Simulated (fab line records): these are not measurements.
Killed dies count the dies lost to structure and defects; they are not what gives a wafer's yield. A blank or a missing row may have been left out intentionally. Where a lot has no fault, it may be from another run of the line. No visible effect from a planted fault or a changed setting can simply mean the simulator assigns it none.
The tool behind it: which one? / flow gf180mcu / at 1 step of a route of 602, 6 lots with 18 wafers sampled

== WHAT THE GAUGES SHOWED, per wafer ==
GF_V2_THK_MEAS_03.
lot=L830; measured=day 19 10:41; on=film metro-03; V2_CVD_02_THK (nm)=840 835 866
lot=L834; measured=day 21 05:28; on=film metro-04; V2_CVD_02_THK (nm)=857 864 861
lot=L837; measured=day 22 06:27; on=film metro-02; V2_CVD_02_THK (nm)=846 860 877
lot=L842; measured=day 24 00:05; on=film metro-04; V2_CVD_02_THK (nm)=843 839 848
lot=L845; measured=day 25 00:13; on=film metro-02; V2_CVD_02_THK (nm)=849 842 860
lot=L848; measured=day 25 21:46; on=film metro-04; V2_CVD_02_THK (nm)=852 856 872

== WHICH TOOL RAN EACH LOT (tool, then ch and the chambers of the sampled wafers, then the start) ==
The record shows no process step preceding these readings.

== THE ANSWER, worked out from the rows above alone ==
Rule: the usual values come from the lots themselves. Put in order of their means at a reading, lots are off if they are a third of the lots or fewer, leave a main group of 4 or more, and stand apart from it by a gap of 3 or more times the standard deviation of the main group's means; of several such gaps the widest counts. A main group is skipped when, at the precision printed for the reading in the tables above, its means are all equal. A lot without any number at a reading at which 4 lots or more have one is off too. The other lots that the step has rows for count as sound.
No lot is off on any of the readings shown, so nothing can be concluded from this.

== WHAT THE SIMULATOR PUT IN ==
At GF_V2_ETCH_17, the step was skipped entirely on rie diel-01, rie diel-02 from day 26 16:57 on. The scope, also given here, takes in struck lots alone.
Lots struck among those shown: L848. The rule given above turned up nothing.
